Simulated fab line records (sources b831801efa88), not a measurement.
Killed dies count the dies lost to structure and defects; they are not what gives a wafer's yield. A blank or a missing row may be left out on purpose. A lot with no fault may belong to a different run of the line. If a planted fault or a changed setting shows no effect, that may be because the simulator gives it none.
fab line records	flow sky130
[record] lots = 7	wafers = 21	lastDay = 50
route steps=708 shown GATE_OXIDE@190 POLY_GATE@204 PAD_OPEN@708
lots untouched by any fault: they come from a run of this same line in which no faults occurred
startH: hours from the record's opening day to when the first of the lot's shown wafers began	waitH: hours from the lot's prior step to this one	" identical to the entry in the row above	L1.1+2: a row that stands for several wafers	- either no value or no given start	* or withheld: withheld	< > ~ a bound
route shown NAME@n: a module of which the file shows steps, and the number in the route of the first	usual: mean and standard deviation over wafers with no fault	same: alike in all rows	chamber/n: place in a boat	sites: the reading at each site	_std_site: standard deviation across them	_edge_site: the outer-site mean with the inner-site mean subtracted	radiusMm: for every site, how far away it sits from the centre of the wafer	mask NAME#n: copy n	behind: the last tool/chamber to shape the wafer	hold: the reason the lot was held/the length of the hold in hours/how it ended	device: which transistor (n, p or np) failed to switch	end of line: the same wafers' tests at the end of the route	a step with no rows: only its recipe	killed: the dies lost at the first sort to structure and to defects; this is not the yield of the wafer	map: shows each die of a wafer: x if killed, . if not, _ if none is there
set.NAME: setting as actually run; set.NAME@STEP: the setting as run at that earlier step	model.NAME: the simulator's own value behind a step, which no gauge read
lots seen at some steps along the route; tables by step, rows by wafer
services: from which hour (startH, from the record's first day; less than 0 if before it) a tool's chamber was out of use, for how many hours, and why
[[steps]]
[step SKY_GATE_OXIDE_DEHYDRATE_03]
[recipe] tempC = 200	timeS = 60
[step SKY_GATE_OXIDE_HMDS_04]
[recipe] primeTimeS = 60	primeTempC = 120
[step SKY_GATE_OXIDE_COAT_05]
[recipe] resist = NOVOLAK	spinRpm = 3000	resistThkNm = 1140
[step SKY_GATE_OXIDE_SOFTBAKE_06]
[recipe] tempC = 90	timeS = 60	resist = NOVOLAK
[step SKY_GATE_OXIDE_EXPOSE_07]
[recipe] maskId = LVOM	na = 0.6	sourceShape = conventional	sigmaOuter = 0.6	polarization = unpolarized	targetCdNm = 600	doseMj = 170
[step SKY_GATE_OXIDE_PEB_08]
[recipe] tempC = withheld	timeS = *	resist = NOVOLAK
[step SKY_GATE_OXIDE_DEVELOP_09]
[recipe] resist = NOVOLAK	developer = TMAH	developTimeS = 60	devTempC = 23
[step SKY_GATE_OXIDE_OVL_MEAS_10]
[usual] GATE_OXIDE_OVL = -0.3/1.3
lot.wafer	tool	chamber	startH	waitH	GATE_OXIDE_OVL[nm]
L862.1	overlay-02	-	311.17	0.1	-1.1
L862.3	"	-	"	"	-1.6
L862.4	"	-	"	"	-1.0
L876.1	overlay-01	-	433.01	0.1	1.5
L876.5	"	-	"	"	2.0
L876.6	"	-	"	"	1.8
L877.2	overlay-02	-	445.18	0.1	-1.8
L877.3	"	-	"	"	-3.3
L877.6	"	-	"	"	-0.7
L879.1	overlay-01	-	460.12	0.1	-2.1
L879.3	"	-	"	"	-1.0
L879.4	"	-	"	"	-2.6
L880.3	overlay-02	-	460.47	0.1	0.0
L880.5	"	-	"	"	0.2
L880.6	"	-	"	"	-0.6
L884.1	overlay-02	-	496.64	0.1	-1.8
L884.2	"	-	"	"	1.7
L884.4	"	-	"	"	-2.2
L885.2	overlay-01	-	507.16	0.1	-0.6
L885.3	"	-	"	"	0.4
L885.5	"	-	"	"	-1.2
[step SKY_GATE_OXIDE_IMPLANT_11]
[recipe] species = B	energyKev = 10	doseCm2 = 2.546e+12	tiltDeg = withheld
[step SKY_GATE_OXIDE_WET_ETCH_12]
[recipe] chemistry = dHF	targetDepthNm = 16.8	dry = n2Spin	target = SiO2	dilution = 100:1	tempC = 25	timeS = 336
[step SKY_GATE_OXIDE_STRIP_13]
[recipe] chemistry = O2/N2	powerW = 1400	pressureMtorr = 1500	platenTempC = withheld	o2FlowSccm = 3000	n2FlowSccm = 300	overashFraction = 0.5
[usual] drypumpMotorCurrentA = 5.50/0.25	oesProductAu = 0.715/0.0043	stripTimeToEndpointS = 14.20/0.042
[same] overashFraction = 0.5
lot.wafer	tool	chamber	startH	waitH	drypumpMotorCurrentA	oesProductAu	rfHoursCounterH	stripTimeToEndpointS
L862.1	plasmaAsher-04	0	311.46	0.0	5.45	0.716	60	14.21
L862.3	"	1	"	"	5.68	0.713	-	14.14
L862.4	"	0	"	"	5.44	0.717	-	14.21
L876.1	plasmaAsher-03	1	433.31	0.0	5.45	0.716	32	14.22
L876.5	"	0	"	"	5.18	0.714	-	14.24
L876.6	"	1	"	"	5.45	0.713	-	14.25
L877.2	plasmaAsher-03	1	445.46	0.0	5.45	0.709	33	14.26
L877.3	"	1	"	"	5.45	0.711	-	14.24
L877.6	"	0	"	"	5.18	0.712	-	14.26
L879.1	plasmaAsher-02	1	460.41	0.0	5.79	0.717	73	14.16
L879.3	"	1	"	"	5.81	0.721	-	14.12
L879.4	"	0	"	"	5.99	0.720	-	14.13
L880.3	plasmaAsher-04	1	460.78	0.0	5.67	0.712	-	14.18
L880.5	"	1	"	"	5.71	0.721	-	14.17
L880.6	"	0	"	"	5.41	0.716	-	14.17
L884.1	plasmaAsher-03	0	496.93	0.0	5.19	0.716	39	14.19
L884.2	"	1	"	"	5.44	0.712	39	14.17
L884.4	"	0	"	"	5.19	0.711	-	14.20
L885.2	plasmaAsher-03	0	507.45	0.0	5.21	0.713	40	14.17
L885.3	"	1	"	"	5.44	0.717	-	14.17
L885.5	"	1	"	"	5.45	0.708	-	14.14
[step SKY_GATE_OXIDE_TW_MEAS_14]
[usual] GATE_OXIDE_TW = 222.2/1.1
lot.wafer	tool	chamber	startH	waitH	GATE_OXIDE_TW
L862.1	filmMetro-04	-	311.56	0.1	221.6
L862.3	"	-	"	"	222.1
L862.4	"	-	"	"	221.6
L876.1	filmMetro-01	-	433.41	0.1	222.1
L876.5	"	-	"	"	222.3
L876.6	"	-	"	"	222.6
L877.2	filmMetro-01	-	445.57	0.1	222.3
L877.3	"	-	"	"	221.8
L877.6	"	-	"	"	223.1
L879.1	filmMetro-01	-	460.51	0.1	221.1
L879.3	"	-	"	"	220.9
L879.4	"	-	"	"	221.8
L880.3	filmMetro-04	-	460.87	0.1	224.2
L880.5	"	-	"	"	222.4
L880.6	"	-	"	"	223.6
L884.1	filmMetro-04	-	497.03	0.1	222.2
L884.2	"	-	"	"	223.8
L884.4	"	-	"	"	222.6
L885.2	filmMetro-04	-	507.56	0.1	224.1
L885.3	"	-	"	"	223.9
L885.5	"	-	"	"	224.8
[step SKY_GATE_OXIDE_CLEAN_15]
[recipe] chemistry = SC1/SC2	mix = 1:4:20	tempC = 70	timeS = 150	dry = n2Spin
[usual] bathGuardTempC = 70.0/0.33	bathHeatDutyPct = 13.9/1.5
lot.wafer	tool	chamber	startH	waitH	bathGuardTempC	bathHeatDutyPct	model.SiO2_of_SONOS_ONO_CVD_04.thkNm
L862.1	wetBench-04	1	311.62	0.1	70.0	14.6	4.335
L862.3	"	1	"	"	70.0	13.9	4.346
L862.4	"	1	"	"	70.3	14.1	4.309
L876.1	wetBench-01	0	433.47	0.1	70.0	14.2	4.505
L876.5	"	0	"	"	69.9	14.3	4.258
L876.6	"	0	"	"	69.9	15.8	4.293
L877.2	wetBench-04	0	445.62	0.0	-	-	5.019
L877.3	"	0	"	"	-	-	5.045
L877.6	"	0	"	"	-	-	5.081
L879.1	wetBench-01	2	460.57	0.1	-	-	4.914
L879.3	"	2	"	"	-	-	4.918
L879.4	"	2	"	"	-	-	4.846
L880.3	wetBench-04	2	460.91	0.0	-	-	4.756
L880.5	"	2	"	"	-	-	4.728
L880.6	"	2	"	"	-	-	4.854
L884.1	wetBench-01	1	497.09	0.1	69.7	12.3	4.279
L884.2	"	1	"	"	69.6	12.8	4.223
L884.4	"	1	"	"	69.7	12.4	4.18
L885.2	wetBench-04	0	507.61	0.0	69.9	12.6	4.158
L885.3	"	0	"	"	69.5	13.7	4.255
L885.5	"	0	"	"	69.8	13.1	4.228
[step SKY_GATE_OXIDE_OXIDATION_16]
[recipe] tempC = 800	ambient = O2	idleTempC = 700	rampUpCPerMin = 10	rampDownCPerMin = 3	stabiliseS = 600	purgeS = 300	targetThkA = 35.7	oxTimeS = 1915
[usual] zonePowerLowerPct = 13.2/0.93
lot.wafer	tool	chamber	startH	waitH	zonePowerLowerPct	model.SiO2_of_GATE_OXIDE_OXIDATION_01.thkNm
L862.1	furnace-02	0	312.42	0.7	12.8	11.27
L862.3	"	0	"	"	12.5	11.23
L862.4	"	0	"	"	12.7	11.35
L876.1	furnace-02	0	439.30	5.8	12.8	11.38
L876.5	"	0	"	"	12.6	11.38
L876.6	"	0	"	"	13.0	11.45
L877.2	furnace-01	0	446.80	1.1	14.9	11.91
L877.3	"	0	"	"	14.6	12.1
L877.6	"	0	"	"	14.8	12.11
L879.1	furnace-02	0	461.37	0.7	12.8	12.09
L879.3	"	0	"	"	12.7	11.76
L879.4	"	0	"	"	12.7	11.91
L880.3	furnace-02	0	461.37	0.4	12.6	12.06
L880.5	"	0	"	"	12.5	11.77
L880.6	"	0	"	"	13.0	11.94
L884.1	furnace-02	0	498.07	0.9	12.7	11.35
L884.2	"	0	"	"	12.7	11.47
L884.4	"	0	"	"	12.7	11.22
L885.2	furnace-01	0	507.66	0.0	14.6	11.82
L885.3	"	0	"	"	14.7	12.02
L885.5	"	0	"	"	14.9	11.9
[step SKY_POLY_GATE_CVD_00]
[recipe] material = poly-Si	targetThkNm = 180	tempC = 620	timeS = 720	pressureMtorr = 200
[step SKY_PAD_OPEN_PROBE_99]
[usual] killed_at_M0_to_M3 = 44/7.9	killed_at_M4_up = 3.1/1.9	killedAtContacts = 24/4.6	killedAtFrontEnd = 16/4.9	killedAtOther = 0.3/0.6	killedDies = 87/9.7	killedOpen = 48/7.2	killedShort = 39/5.6
[same] grossDies = 492	killedAtBackSide = 0
lot.wafer	tool	chamber	startH	waitH	killed_at_M0_to_M3	killed_at_M4_up	killedAtContacts	killedAtFrontEnd	killedAtOther	killedDies	killedOpen	killedShort	model.etest.sonosErased.driveUaUm	model.etest.sonosUncharged.rOnOhmUm	model.etest.capThinOxide.gateLog10ACm2	model.etest.capThinOxide.gateBvV	model.etest.capOno.gateLog10ACm2	model.etest.capOno.gateBvV	model.etest.capOno.toxAccNm	model.etest.sonosProgrammed.vtV
L862.1	prober-02	-	1070.39	0.1	50	1	26	24	0	101	65	35	178.2	806.8	-7.38	6.986	-8.328	16.86	13.17	1.278
L862.3	prober-02	-	1070.49	0.2	54	8	24	25	0	111	68	43	153.8	813.9	-7.284	7.048	-8.221	16.42	13.18	1.348
L862.4	prober-02	-	1070.54	0.2	43	2	29	14	0	88	55	33	176.9	807.2	-7.36	7.127	-8.131	16.88	13.17	1.282
L877.2	prober-01	-	1186.29	0.1	37	4	22	14	0	77	37	40	117.7	833	-5.373	5.766	-8.81	17.77	13.59	1.018
L877.3	prober-01	-	1186.34	0.2	53	6	22	17	0	98	52	46	137	850.3	-5.7	5.934	-8.887	17.06	13.68	0.9632
L877.6	prober-01	-	1186.49	0.2	58	4	23	19	0	104	64	40	148.7	836.5	-5.593	5.968	-8.985	17.12	13.72	0.9868
L876.1	prober-02	-	1187.38	0.1	37	1	21	20	0	79	34	44	205.4	815.6	-7.237	6.956	-8.317	16.62	13.2	1.264
L876.5	prober-02	-	1187.58	0.2	42	4	16	24	0	86	50	36	172.5	822.9	-7.06	6.88	-8.004	16.4	12.93	1.463
L876.6	prober-02	-	1187.63	0.2	37	2	26	29	0	94	48	44	191.1	811.8	-7.062	6.826	-7.981	16.7	13.01	1.388
L880.3	prober-02	-	1189.33	0.2	49	3	27	12	1	92	55	36	160.1	830.4	-4.972	5.738	-8.615	16.84	13.33	1.219
L880.5	prober-02	-	1189.43	0.2	45	4	26	14	1	90	42	48	168.8	819.3	-4.884	5.715	-8.524	17.02	13.35	1.211
L880.6	prober-02	-	1189.48	0.2	34	2	28	23	0	87	41	45	154.9	828.8	-4.962	5.765	-8.634	16.95	13.53	1.107
L879.1	prober-02	-	1190.73	0.1	40	3	22	13	0	78	40	38	146.2	836.3	-5.239	5.856	-8.867	17.32	13.6	1.036
L879.3	prober-02	-	1190.83	0.2	38	7	23	18	0	86	46	39	115.8	830.5	-5.317	5.826	-8.71	17.07	13.57	1.052
L879.4	prober-02	-	1190.88	0.2	44	4	28	13	1	90	56	33	164.7	838.2	-5.218	5.831	-8.64	17.05	13.44	1.096
L884.1	prober-01	-	1191.40	0.1	42	2	29	15	0	88	59	29	196.9	828.8	-6.752	6.953	-8.141	16.4	13.02	1.402
L884.2	prober-01	-	1191.45	0.1	41	2	28	12	0	83	37	46	202.5	811.7	-6.909	6.823	-7.921	16.7	12.89	1.452
L884.4	prober-01	-	1191.55	0.2	40	1	25	16	0	82	43	39	199.5	799.2	-6.91	6.726	-7.894	16.28	12.89	1.479
L885.2	prober-02	-	1193.88	0.1	41	6	38	11	0	96	51	45	190.6	804	-6.858	6.967	-7.938	15.87	12.87	1.489
L885.3	prober-02	-	1193.93	0.2	51	8	22	13	0	94	53	39	182	821.8	-7.007	7.055	-7.867	15.83	12.85	1.478
L885.5	prober-02	-	1194.03	0.2	52	3	20	17	0	92	50	41	196.7	825.4	-6.962	6.969	-7.816	15.93	12.84	1.497
// killed by level:class
L862.1 VIA1:geometricParticle:open=16 CONTACT:geometricParticle:open=12 POLY_GATE:geometricParticle:open=9 VIA3:geometricParticle:open=9 LI_CONTACT:geometricParticle:open=7 VIA1:geometricParticle:short=6 POLY_GATE:geometricParticle:short=4 CONTACT:geometricParticle:short=4
L862.3 VIA1:geometricParticle:open=15 CONTACT:geometricParticle:open=12 VIA3:geometricParticle:open=9 VIA2:geometricParticle:open=8 POLY_GATE:geometricParticle:short=7 FIELD_ISO:geometricParticle:open=5 METAL1:geometricParticle:short=5 VIA2:geometricParticle:short=5
L862.4 VIA1:geometricParticle:open=16 LI_CONTACT:geometricParticle:open=13 VIA2:geometricParticle:open=7 VIA3:geometricParticle:open=6 FIELD_ISO:geometricParticle:short=5 LOCAL_INTERCONNECT:geometricParticle:short=5 CONTACT:geometricParticle:short=5 FIELD_ISO:geometricParticle:open=4
L877.2 METAL1:geometricParticle:short=8 CONTACT:geometricParticle:open=7 VIA2:geometricParticle:open=7 VIA1:geometricParticle:open=6 POLY_GATE:geometricParticle:short=5 LI_CONTACT:geometricParticle:open=5 FIELD_ISO:geometricParticle:open=4 CONTACT:geometricParticle:short=4
L877.3 VIA1:geometricParticle:open=13 LOCAL_INTERCONNECT:geometricParticle:short=8 LI_CONTACT:geometricParticle:open=7 FIELD_ISO:geometricParticle:open=6 METAL2:geometricParticle:short=6 VIA3:geometricParticle:short=6 VIA2:geometricParticle:short=5 VIA3:geometricParticle:open=5
L877.6 VIA3:geometricParticle:open=12 CONTACT:geometricParticle:open=11 VIA1:geometricParticle:open=11 FIELD_ISO:geometricParticle:open=7 METAL2:geometricParticle:short=7 VIA2:geometricParticle:open=6 LI_CONTACT:geometricParticle:open=6 VIA3:geometricParticle:short=5
L876.1 CONTACT:geometricParticle:open=11 FIELD_ISO:geometricParticle:short=7 VIA1:geometricParticle:open=7 VIA1:geometricParticle:short=5 METAL2:geometricParticle:short=5 POLY_GATE:geometricParticle:short=4 LOCAL_INTERCONNECT:geometricParticle:short=4 VIA2:geometricParticle:short=4
L876.5 VIA1:geometricParticle:open=10 FIELD_ISO:geometricParticle:open=7 METAL2:geometricParticle:short=7 LI_CONTACT:geometricParticle:open=6 POLY_GATE:geometricParticle:open=4 CONTACT:geometricParticle:open=4 METAL1:geometricParticle:short=4 VIA1:geometricParticle:short=4
L876.6 CONTACT:geometricParticle:open=8 FIELD_ISO:geometricParticle:open=7 LI_CONTACT:geometricParticle:open=7 FIELD_ISO:geometricParticle:short=6 POLY_GATE:geometricParticle:short=6 VIA1:geometricParticle:open=6 VIA3:geometricParticle:open=5 VIA2:geometricParticle:open=5
L880.3 CONTACT:geometricParticle:open=14 VIA1:geometricParticle:open=8 VIA3:geometricParticle:open=7 POLY_GATE:geometricParticle:open=5 LI_CONTACT:geometricParticle:open=5 METAL1:geometricParticle:short=5 VIA1:geometricParticle:short=5 METAL1:geometricParticle:open=4
L880.5 CONTACT:geometricParticle:open=10 METAL2:geometricParticle:short=10 METAL1:geometricParticle:short=8 LI_CONTACT:geometricParticle:open=6 VIA3:geometricParticle:open=6 CONTACT:geometricParticle:short=5 VIA1:geometricParticle:open=5 FIELD_ISO:geometricParticle:open=4
L880.6 CONTACT:geometricParticle:open=10 POLY_GATE:geometricParticle:open=9 FIELD_ISO:geometricParticle:short=8 CONTACT:geometricParticle:short=8 METAL1:geometricParticle:short=6 VIA3:geometricParticle:short=6 LI_CONTACT:geometricParticle:open=5 VIA1:geometricParticle:open=5
L879.1 VIA1:geometricParticle:open=9 POLY_GATE:geometricParticle:short=7 CONTACT:geometricParticle:open=7 LI_CONTACT:geometricParticle:open=6 VIA1:geometricParticle:short=6 VIA2:geometricParticle:open=6 CONTACT:geometricParticle:short=4 METAL1:geometricParticle:short=4
L879.3 VIA1:geometricParticle:open=12 VIA3:geometricParticle:open=7 POLY_GATE:geometricParticle:open=6 LI_CONTACT:geometricParticle:open=6 CONTACT:geometricParticle:short=6 METAL4:geometricParticle:short=4 POLY_GATE:geometricParticle:short=4 LOCAL_INTERCONNECT:geometricParticle:short=4
L879.4 CONTACT:geometricParticle:open=12 LI_CONTACT:geometricParticle:open=10 VIA1:geometricParticle:open=10 METAL1:geometricParticle:short=6 VIA3:geometricParticle:open=5 POLY_GATE:geometricParticle:open=4 METAL2:geometricParticle:short=4 METAL1:geometricParticle:open=4
L884.1 VIA3:geometricParticle:open=11 CONTACT:geometricParticle:open=10 VIA1:geometricParticle:open=10 LI_CONTACT:geometricParticle:open=7 FIELD_ISO:geometricParticle:open=6 POLY_GATE:geometricParticle:open=5 CONTACT:geometricParticle:short=5 LI_CONTACT:geometricParticle:short=4
L884.2 VIA2:geometricParticle:short=8 LI_CONTACT:geometricParticle:open=7 CONTACT:geometricParticle:short=7 METAL1:geometricParticle:short=7 CONTACT:geometricParticle:open=6 VIA1:geometricParticle:open=6 VIA3:geometricParticle:open=6 LI_CONTACT:geometricParticle:short=5
L884.4 LI_CONTACT:geometricParticle:open=9 CONTACT:geometricParticle:open=8 VIA1:geometricParticle:open=7 VIA3:geometricParticle:short=6 VIA2:geometricParticle:open=6 METAL2:geometricParticle:short=5 FIELD_ISO:geometricParticle:open=4 FIELD_ISO:geometricParticle:short=4
L885.2 CONTACT:geometricParticle:open=12 VIA1:geometricParticle:open=10 LI_CONTACT:geometricParticle:open=8 CONTACT:geometricParticle:short=7 LOCAL_INTERCONNECT:geometricParticle:short=5 METAL3:geometricParticle:short=5 VIA2:geometricParticle:open=5 VIA3:geometricParticle:open=5
L885.3 VIA1:geometricParticle:open=12 CONTACT:geometricParticle:open=8 POLY_GATE:geometricParticle:open=6 VIA2:geometricParticle:open=6 VIA1:geometricParticle:short=5 METAL4:geometricParticle:short=5 METAL3:geometricParticle:short=5 LOCAL_INTERCONNECT:geometricParticle:short=5
L885.5 VIA1:geometricParticle:open=10 METAL2:geometricParticle:short=8 VIA2:geometricParticle:open=7 VIA1:geometricParticle:short=6 POLY_GATE:geometricParticle:short=5 LI_CONTACT:geometricParticle:open=5 LOCAL_INTERCONNECT:geometricParticle:short=5 CONTACT:geometricParticle:open=5
[[services]]
tool	chamber	startH	hours	kind
plasmaAsher-02	-	316.56	2.4	repair
wetBench-01	-	331.94	28.3	pm
furnace-02	-	356.52	3.5	pm
furnace-01	-	365.04	3.5	pm
plasmaAsher-04	-	378.52	4.3	pm
plasmaAsher-02	-	397.00	0.6	repair
furnace-01	-	403.83	41.5	pm
plasmaAsher-04	-	413.80	0.9	repair
plasmaAsher-04	-	421.25	9.0	pm
plasmaAsher-04	0	421.25	9.0	ventCycle
plasmaAsher-04	1	421.25	9.0	ventCycle
plasmaAsher-04	-	430.25	10.0	pm
plasmaAsher-04	0	430.25	-	clean
plasmaAsher-04	1	430.25	-	clean
plasmaAsher-04	-	437.79	3.2	repair
furnace-02	-	447.16	2.5	pm
furnace-01	-	449.83	3.5	pm
wetBench-01	-	485.83	1.9	pm
furnace-01	-	491.65	11.5	pm
plasmaAsher-04	-	502.54	2.8	repair
[[key]]
[firstSign] step = SKY_GATE_OXIDE_CLEAN_15	reading = toolRecord	direction = missing
effect none on later readings
[modelEffect] step = SKY_GATE_OXIDE_CLEAN_15	value = SiO2_of_SONOS_ONO_CVD_04.thkNm	without = 4.227	struck = 4.907
[modelEffect] step = SKY_GATE_OXIDE_OXIDATION_16	value = SiO2_of_GATE_OXIDE_OXIDATION_01.thkNm	without = 11.65	struck = 11.96
[modelEffect] step = SKY_PAD_OPEN_PROBE_99	value = etest.sonosErased.driveUaUm	without = 183.2	struck = 146
metAt SKY_GATE_OXIDE_CLEAN_15
struckWafers L877.2,L877.3,L877.6,L879.1,L879.3,L879.4,L880.3,L880.5,L880.6
testerLeftOut L877,L879,L880
onsetBetween 433.47 445.62
[fault] kind = skippedStepWhole	tool = wetBench-01,wetBench-04	chamber = -	onsetH = 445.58	steps = SKY_GATE_OXIDE_CLEAN_15	scope = struckLotsOnly
// testerLeftOut: of these lots the tester's yield and bins aren't shown, on N5 and GAA mostly nor the transistor test; their killed dies are dies lost to structure and defects alone, not to doping, threshold or leakage, so they don't give the yield
